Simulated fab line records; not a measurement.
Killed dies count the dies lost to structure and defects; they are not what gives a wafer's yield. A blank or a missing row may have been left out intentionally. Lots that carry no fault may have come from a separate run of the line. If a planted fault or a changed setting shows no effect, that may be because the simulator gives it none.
fab line records | flow sky130
[record] lots = 11 wafers = 33 last_day = 50
route steps=708 shown FIELD_ISO@15 SD_P@327 CONTACT@422 METAL1@434
lots that met no fault: taken from a fault-free run of the same line
start_h: start of the lot's first displayed wafer, in hours after the record's first day | wait_h: hours elapsed since this lot's preceding step | " unchanged from the row above | L1.1+2: a single row standing in for several wafers | - no value, or no start given | * or withheld: withheld | < > ~ a bound
route shown NAME@n: NAME is a module with steps in the file, n the number in the route of the first one | usual: mean/standard deviation of fault-free wafers | same: alike in all rows | chamber/n: place in a boat | sites: the reading at each site | _std_site: standard deviation across them | _edge_site: the outer-site mean with the inner-site mean subtracted | radius_mm: for every site, how far away it sits from the centre of the wafer | mask NAME#n: copy n | behind: tool/chamber where the wafer was last shaped | hold: the reason the lot was held/the length of the hold in hours/how it ended | device: transistor that didn't switch, given as n, p or np | end of line: at the end of the route, the tests of the same wafers | where a step has no rows: the recipe by itself | killed: not the wafer's yield, but the dies lost to structure and defects at the first sort | map: the dies of a wafer, with x for killed, . for not killed, _ for no die there
set.NAME: setting as actually run; set.NAME@STEP: the setting as run at that earlier step | model.NAME: the simulator's own value behind a step, which no gauge read
one table for each step of the route and one row for each wafer, over a sample of lots
services: from which hour (start_h, from the record's first day; less than 0 if before it) a tool's chamber was out of use, for how many hours, and why
[[steps]]
[step SKY_FIELD_ISO_ETCH_14]
[recipe] chemistry = N2/H2 target = BARC ion_energy_ev = 200 source_w = 500 bias_w = 100 pressure_mtorr = 30 n2_flow_sccm = 100 h2_flow_sccm = 200 stop_on = SiO2 time_s = 45.9 target_depth_a = 600
[usual] chamber_pressure_mTorr = 30.001/0.027 drypump_motor_current_A = 5.9/0.49 oes_product_au = 0.855/0.0042 rf_fwd_power_W = 495.3/2.1 throttle_valve_pct = 13.224/0.0082
// columns lot.wafer tool chamber start_h wait_h chamber_pressure_mTorr drypump_motor_current_A oes_product_au rf_fwd_power_W rf_hours_counter_h throttle_valve_pct
L210.1 rie_diel-01 2 28.68 0.1 30.018 6.5 0.855 498.3 6 13.223
L210.4 " 1 " " 30.012 6.2 0.849 492.4 80 13.236
L210.5 " 0 " " 30.015 4.9 0.857 495.5 - 13.234
L214.2 rie_diel-03 2 49.78 0.1 29.990 6.6 0.853 492.8 8 13.220
L214.3 " 0 " " 29.975 5.9 0.858 495.0 88 13.232
L214.5 " 3 " " 29.989 5.4 0.848 494.0 - 13.247
L216.2 rie_diel-03 1 59.86 0.1 30.013 5.8 0.853 416.5 6 13.217
L216.3 " 2 " " 30.010 6.6 0.857 411.9 8 13.221
L216.6 " 0 " " 29.977 5.9 0.855 416.6 - 13.235
L218.2 rie_diel-03 0 73.34 0.1 29.979 5.8 0.853 418.8 89 13.221
L218.3 " 2 " " 29.970 6.6 0.855 412.0 8 13.210
L218.5 " 2 " " 29.995 6.6 0.862 409.8 - 13.221
L219.2 rie_diel-03 2 76.71 0.1 29.988 6.6 0.857 411.4 8 13.219
L219.4 " 1 " " 30.005 5.8 0.857 415.4 - 13.232
L219.5 " 0 " " 30.012 5.8 0.860 420.3 - 13.228
L227.1 rie_diel-04 0 119.61 0.1 29.990 5.6 0.854 495.9 86 13.226
L227.3 " 3 " " 30.016 6.2 0.862 496.6 8 13.220
L227.4 " 2 " " 29.960 6.7 0.857 496.9 77 13.217
L229.1 rie_diel-03 1 130.01 0.1 30.048 5.8 0.858 496.4 8 13.232
L229.2 " 2 " " 30.034 6.6 0.856 491.9 9 13.226
L229.5 " 3 " " 29.990 5.4 0.857 494.9 - 13.223
L230.4 rie_diel-01 0 135.58 0.0 30.049 4.9 0.853 493.3 4 13.220
L230.5 " 3 " " 30.008 5.6 0.856 495.1 - 13.231
L230.6 " 0 " " 30.024 4.9 0.853 493.1 - 13.219
L231.1 rie_diel-03 3 137.61 0.1 30.033 5.3 0.855 495.6 1 13.236
L231.3 " 1 " " 29.955 5.8 0.856 498.3 8 13.206
L231.5 " 2 " " 30.032 6.6 0.857 492.9 - 13.233
L232.2 rie_diel-04 0 143.46 0.1 30.004 5.6 0.851 491.9 86 13.225
L232.3 " 2 " " 30.040 6.7 0.852 496.6 78 13.226
L232.6 " 3 " " 30.013 6.2 0.849 495.2 - 13.226
L233.2 rie_diel-04 1 148.39 0.1 30.024 6.1 0.854 495.7 7 13.217
L233.3 " 0 " " 30.014 5.6 0.854 489.8 86 13.231
L233.5 " 1 " " 30.013 6.1 0.857 497.2 - 13.224
[step SKY_FIELD_ISO_STRIP_16]
[recipe] chemistry = O2/N2 power_w = 1400 pressure_mtorr = 1500 platen_temp_c = withheld o2_flow_sccm = 3000 n2_flow_sccm = 300 overash_fraction = 0.5
[usual] chamber_pressure_mTorr = 1500.0/1.3 drypump_motor_current_A = 6.2/0.35 o2_flow_sccm = 3001/8.2 oes_product_au = 0.378/0.0051 strip_time_to_endpoint_s = 3.557/0.023
// columns lot.wafer tool chamber start_h wait_h chamber_pressure_mTorr drypump_motor_current_A o2_flow_sccm oes_product_au rf_hours_counter_h strip_time_to_endpoint_s
L210.1 plasma_asher-02 0 28.78 0.0 1499.4 6.6 3016 0.376 35 3.495
L210.4 " 0 " " 1500.1 6.6 2998 0.371 - 3.498
L210.5 " 1 " " 1499.8 6.4 2998 0.373 - 3.542
L214.2 plasma_asher-02 1 49.88 0.0 1499.5 6.4 2991 0.369 37 3.528
L214.3 " 1 " " 1500.4 6.4 2996 0.381 - 3.531
L214.5 " 0 " " 1499.4 6.7 3012 0.385 - 3.537
L216.2 plasma_asher-02 1 59.96 0.0 1500.3 6.5 2998 0.385 39 3.623
L216.3 " 1 " " 1498.8 6.4 3001 0.378 - 3.645
L216.6 " 1 " " 1501.4 6.5 3004 0.371 - 3.629
L218.2 plasma_asher-03 1 73.44 0.0 1500.3 6.4 2993 0.372 34 3.609
L218.3 " 1 " " 1499.5 6.4 2998 0.374 - 3.657
L218.5 " 1 " " 1499.8 6.4 2985 0.374 - 3.638
L219.2 plasma_asher-03 0 76.81 0.0 1498.7 5.9 2977 0.385 35 3.628
L219.4 " 0 " " 1501.4 5.9 2983 0.379 - 3.619
L219.5 " 0 " " 1501.9 6.0 2988 0.381 - 3.613
L227.1 plasma_asher-02 1 119.71 0.0 1498.7 6.4 3003 0.388 45 3.598
L227.3 " 0 " " 1500.0 6.6 3007 0.384 - 3.594
L227.4 " 1 " " 1501.6 6.4 3014 0.379 - 3.530
L229.1 plasma_asher-03 1 130.11 0.0 1501.3 6.4 2997 0.367 40 3.560
L229.2 " 0 " " 1499.2 5.9 2996 0.377 40 3.567
L229.5 " 0 " " 1498.5 5.9 2992 0.372 - 3.580
L230.4 plasma_asher-02 0 135.71 0.1 1499.3 6.6 3005 0.374 - 3.571
L230.5 " 1 " " 1501.6 6.4 3009 0.379 - 3.519
L230.6 " 0 " " 1502.3 6.6 2995 0.382 - 3.555
L231.1 plasma_asher-04 0 137.71 0.0 1501.9 5.6 3000 0.385 2 3.577
L231.3 " 0 " " 1499.6 5.6 3004 0.387 - 3.571
L231.5 " 1 " " 1501.0 6.0 2998 0.377 - 3.568
L232.2 plasma_asher-03 1 143.56 0.0 1499.9 6.4 3004 0.376 41 3.534
L232.3 " 1 " " 1500.3 6.4 2989 0.380 - 3.530
L232.6 " 0 " " 1498.1 6.0 2990 0.380 - 3.556
L233.2 plasma_asher-04 0 148.49 0.0 1501.4 5.5 3007 0.379 3 3.562
L233.3 " 0 " " 1500.1 5.6 3006 0.373 - 3.538
L233.5 " 0 " " 1502.1 5.6 3020 0.383 - 3.551
[step SKY_SD_P_CD_MEAS_07]
[recipe] target_cd_nm = 380
[usual] cd_nm = 379.6/2.1
// columns lot.wafer tool chamber start_h wait_h cd_nm
L210.1 cd_sem-02 - 585.72 0.1 379.7
L210.4 " - " " 381.1
L210.5 " - " " 378.6
L214.2 cd_sem-01 - 612.40 0.1 378.8
L214.3 " - " " 380.3
L214.5 " - " " 382.9
L216.2 cd_sem-02 - 646.89 0.1 377.7
L216.3 " - " " 380.2
L216.6 " - " " 380.4
L218.2 cd_sem-02 - 661.30 0.1 380.2
L218.3 " - " " 380.9
L218.5 " - " " 383.7
L219.2 cd_sem-02 - 664.65 0.1 384.5
L219.4 " - " " 379.6
L219.5 " - " " 382.2
L227.1 cd_sem-02 - 730.91 0.1 378.2
L227.3 " - " " 380.2
L227.4 " - " " 380.0
L229.1 cd_sem-02 - 749.89 0.1 377.9
L229.2 " - " " 378.1
L229.5 " - " " 376.9
L230.4 cd_sem-01 - 756.78 0.1 380.2
L230.5 " - " " 380.2
L230.6 " - " " 381.4
L231.1 cd_sem-01 - 757.99 0.1 382.9
L231.3 " - " " 383.4
L231.5 " - " " 383.9
L232.2 cd_sem-02 - 763.66 0.1 375.6
L232.3 " - " " 377.1
L232.6 " - " " 374.8
L233.2 cd_sem-01 - 776.01 0.1 380.1
L233.3 " - " " 380.2
L233.5 " - " " 380.4
[step SKY_CONTACT_ETCH_16]
[recipe] chemistry = N2/H2 target = BARC ion_energy_ev = 200 source_w = 500 bias_w = 100 pressure_mtorr = 30 n2_flow_sccm = 100 h2_flow_sccm = 200 stop_on = SiO2 time_s = 45.9 target_depth_a = 600
[usual] chamber_pressure_mTorr = 30.00/0.035 drypump_motor_current_A = 5.8/0.39 oes_product_au = 0.855/0.0043 rf_fwd_power_W = 495.0/2 throttle_valve_pct = 13.226/0.0088
// columns lot.wafer tool chamber start_h wait_h chamber_pressure_mTorr drypump_motor_current_A oes_product_au rf_fwd_power_W rf_hours_counter_h throttle_valve_pct
L210.1 rie_diel-02 3 732.02 0.0 30.01 5.7 0.853 496.8 22 13.225
L210.4 " 1 " " 30.03 5.9 0.847 496.4 16 13.224
L210.5 " 0 " " 30.03 5.5 0.856 491.5 - 13.234
L214.2 rie_diel-02 0 757.22 0.0 30.00 5.5 0.861 495.0 14 13.214
L214.3 " 2 " " 29.97 5.4 0.854 496.7 17 13.231
L214.5 " 2 " " 30.01 5.3 0.853 494.0 - 13.232
L216.2 rie_diel-03 3 788.88 0.0 30.00 5.3 0.851 491.2 17 13.235
L216.3 " 2 " " 30.00 6.6 0.863 494.9 25 13.219
L216.6 " 2 " " 30.03 6.6 0.863 494.8 - 13.243
L218.2 rie_diel-03 2 801.83 0.0 29.94 6.6 0.855 490.2 25 13.227
L218.3 " 1 " " 29.99 5.8 0.849 495.2 24 13.221
L218.5 " 1 " " 29.99 5.8 0.858 496.1 - 13.238
L219.2 rie_diel-01 3 807.17 0.0 30.06 5.6 0.859 495.8 16 13.227
L219.4 " 2 " " 29.99 6.4 0.865 496.5 21 13.214
L219.5 " 2 " " 30.00 6.4 0.867 497.2 - 13.244
L227.1 rie_diel-03 2 866.47 0.0 29.98 6.6 0.852 493.4 28 13.223
L227.3 " 0 " " 30.00 5.8 0.856 497.5 10 13.227
L227.4 " 1 " " 30.02 5.8 0.859 494.6 26 13.232
L229.1 rie_diel-02 1 887.47 0.0 30.02 5.8 0.864 496.0 22 13.236
L229.2 " 2 " " 30.03 5.3 0.849 497.7 21 13.226
L229.5 " 2 " " 29.97 5.3 0.853 497.1 - 13.220
L230.4 rie_diel-02 1 891.46 0.0 30.03 5.9 0.848 494.4 22 13.227
L230.5 " 2 " " 30.03 5.4 0.855 496.0 - 13.227
L230.6 " 1 " " 30.00 5.9 0.855 493.7 - 13.229
L231.1 rie_diel-02 2 892.76 0.0 29.95 5.3 0.846 496.4 22 13.232
L231.3 " 1 " " 29.96 5.9 0.856 496.8 22 13.225
L231.5 " 2 " " 30.01 5.3 0.854 495.0 - 13.236
L232.2 rie_diel-02 2 898.27 0.0 30.00 5.4 0.853 495.5 22 13.234
L232.3 " 3 " " 29.99 5.7 0.855 493.7 1 13.225
L232.6 " 3 " " 30.05 5.7 0.850 494.2 - 13.215
L233.2 rie_diel-02 2 911.07 0.0 29.98 5.3 0.858 496.1 22 13.229
L233.3 " 3 " " 29.96 5.8 0.856 495.7 1 13.239
L233.5 " 2 " " 29.99 5.3 0.847 496.9 - 13.235
[step SKY_METAL1_SPUTTER_00]
[recipe] material = Ti target_thk_nm = 15 power_w = 3000 time_s = 10 chamber_pressure_pa = 0.4
[usual] cathode_dc_power_W = 3000.0/0.56 throttle_valve_pct = 30.1/0.67
// columns lot.wafer tool chamber start_h wait_h cathode_dc_power_W throttle_valve_pct
L210.1 pvd_sputter-03 - 733.40 0.1 3000.1 29.3
L210.4 " - " " 3000.1 30.2
L210.5 " - " " 2999.6 29.3
L214.2 pvd_sputter-03 - 758.64 0.1 2999.8 29.8
L214.3 " - " " 3000.5 28.9
L214.5 " - " " 2999.1 30.0
L216.2 pvd_sputter-03 - 790.25 0.1 3000.2 29.6
L216.3 " - " " 3000.7 30.4
L216.6 " - " " 3000.2 29.7
L218.2 pvd_sputter-03 - 803.20 0.1 2999.1 28.9
L218.3 " - " " 2999.4 30.0
L218.5 " - " " 3001.1 29.5
L219.2 pvd_sputter-03 - 808.55 0.2 3000.2 29.0
L219.4 " - " " 2999.2 29.9
L219.5 " - " " 2999.3 29.2
L227.1 pvd_sputter-04 - 867.94 0.2 2999.7 29.5
L227.3 " - " " 2999.8 29.6
L227.4 " - " " 3000.1 31.1
L229.1 pvd_sputter-04 - 888.85 0.1 3000.2 29.3
L229.2 " - " " 2999.9 31.0
L229.5 " - " " 3000.3 30.9
L230.4 pvd_sputter-04 - 892.93 0.2 2999.9 29.5
L230.5 " - " " 2999.9 31.0
L230.6 " - " " 3000.6 29.5
L231.1 pvd_sputter-02 - 894.21 0.2 2999.0 30.2
L231.3 " - " " 2999.8 30.2
L231.5 " - " " 3000.2 30.2
L232.2 pvd_sputter-04 - 899.70 0.2 3000.5 29.6
L232.3 " - " " 3000.8 30.7
L232.6 " - " " 2999.2 30.9
L233.2 pvd_sputter-04 - 912.45 0.2 3001.1 29.4
L233.3 " - " " 3000.2 31.1
L233.5 " - " " 3000.3 30.7
[[services]]
// columns tool chamber start_h hours kind
rie_diel-02 1 82.51 11.2 repair
rie_diel-02 2 90.75 1.9 repair
rie_diel-03 - 93.15 2.8 pm
rie_diel-02 2 115.69 12.0 repair
rie_diel-02 - 203.84 2.8 pm
rie_diel-02 3 234.70 6.4 repair
rie_diel-02 3 250.25 4.6 repair
rie_diel-02 0 252.83 2.4 repair
rie_diel-02 1 298.22 1.3 repair
rie_diel-03 2 299.25 4.0 repair
rie_diel-03 2 323.23 6.9 repair
rie_diel-03 0 345.03 1.9 repair
rie_diel-02 - 421.81 0.2 repair
rie_diel-03 2 444.79 3.9 repair
rie_diel-02 3 445.05 4.4 repair
rie_diel-02 - 511.72 0.1 repair
rie_diel-02 1 521.10 7.3 repair
rie_diel-02 0 565.42 3.4 repair
rie_diel-03 0 571.10 2.6 repair
rie_diel-03 3 629.16 3.5 repair
rie_diel-02 - 701.76 0.9 repair
rie_diel-03 0 745.63 1.4 repair
rie_diel-03 - 883.62 0.6 repair
rie_diel-03 1 890.81 6.4 repair
[[key]]
[first_sign] step = SKY_FIELD_ISO_ETCH_14 reading = rf_fwd_power_W direction = down sigmas = 38 usual = 495.3 struck = 414.8
[effect] step = SKY_FIELD_ISO_STRIP_16 reading = strip_time_to_endpoint_s direction = up sigmas = 3.2 usual = * struck = *
met_at SKY_FIELD_ISO_ETCH_14
struck_lots L216,L218,L219
tester_left_out L216,L218,L219
not_acting_at SKY_SD_P_CD_MEAS_07,SKY_CONTACT_ETCH_16,SKY_METAL1_SPUTTER_00
onset_between 49.78 59.86
[fault] kind = process_parameter_drift tool = rie_diel-03 chamber = - onset_h = 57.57 steps = SKY_FIELD_ISO_ETCH_14 channel = source_w offset = -80 shape = step end_h = 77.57 acts_in = these_recipes_only stated = 500
// tester_left_out: of these lots the tester's yield and bins aren't shown, on N5 and GAA mostly nor the transistor test; their killed dies are dies lost to structure and defects alone, not to doping, threshold or leakage, so they don't give the yield
